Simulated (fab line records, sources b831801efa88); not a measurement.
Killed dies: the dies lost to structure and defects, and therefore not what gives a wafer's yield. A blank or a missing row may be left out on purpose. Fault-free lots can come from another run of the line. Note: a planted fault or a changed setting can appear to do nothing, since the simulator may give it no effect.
2 desks looking at one fault ; flow gf180mcu ; each desk has only its own numbers; what lay behind them comes last

== THE TOOL OWNER'S DESK: pvd-sputter-02 ==
At GF_V5_SPUTTER_22 (material TiN, target thk 10 nm, time 40 s) the tool's own readings: per lot run on this tool, the mean of the sampled wafers that have a number. A lot is out of limits, marked OUT, if its mean lies more than 4 standard deviations from the usual mean; the brackets give that distance.
Columns: A = throttle-valve-pct at GF_V5_SPUTTER_22, usual 29.8 %
lot;first seen here;A
L807;day 29 17:23;29.0
L816;day 32 13:50;29.7
This desk's finding: nothing out of limits on any of the 2 lots.

== METROLOGY DESK ==
What the gauges read for every lot (on any tool): the sampled wafers with a number, averaged. A lot is out of limits, marked OUT, if its mean lies more than 4 standard deviations from the usual mean; the brackets give that distance. Of its 10 readings 7 are shown: those that lie furthest out on some lot.
Columns: A = cd-nm at GF_V5_CD_MEAS_14, usual 260.1 nm; B = V5_OVL at GF_V5_OVL_MEAS_15, usual 3 nm; C = V5_W_RS at GF_V5_RS_MEAS_24, usual 0.325 ohm/sq; D = V5_W_THK at GF_V5_THK_MEAS_25, usual 364 nm; E = cd-nm at GF_TOP_METAL_CD_MEAS_14, usual 439.3 nm; F = TOP_METAL_OVL at GF_TOP_METAL_OVL_MEAS_15, usual 0.0 nm; G = PASSIVATION_CVD_02_THK at GF_PASSIVATION_THK_MEAS_03, usual 700 nm
lot;first seen here;A;B;C;D;E;F;G
L801;day 27 21:58;261.2;-2;0.321;367;437.6;2.4;695
L807;day 29 16:29;259.0;6;0.321;371;440.6;-0.8;709
L809;day 30 03:51;260.3;8;0.324;360;439.8;-0.4;698
L816;day 32 12:57;259.6;2;0.328;360;437.9;-2.2;697
L819;day 33 02:44;259.9;-0;0.322;368;435.9;0.4;694
This desk's finding: nothing out of limits on any of the 5 lots.

== PUT TOGETHER ==
The desk of the tool owner found nothing out of limits.
The metrology desk saw nothing out of limits.

== WHAT WAS PUT IN BY THE SIMULATOR ==
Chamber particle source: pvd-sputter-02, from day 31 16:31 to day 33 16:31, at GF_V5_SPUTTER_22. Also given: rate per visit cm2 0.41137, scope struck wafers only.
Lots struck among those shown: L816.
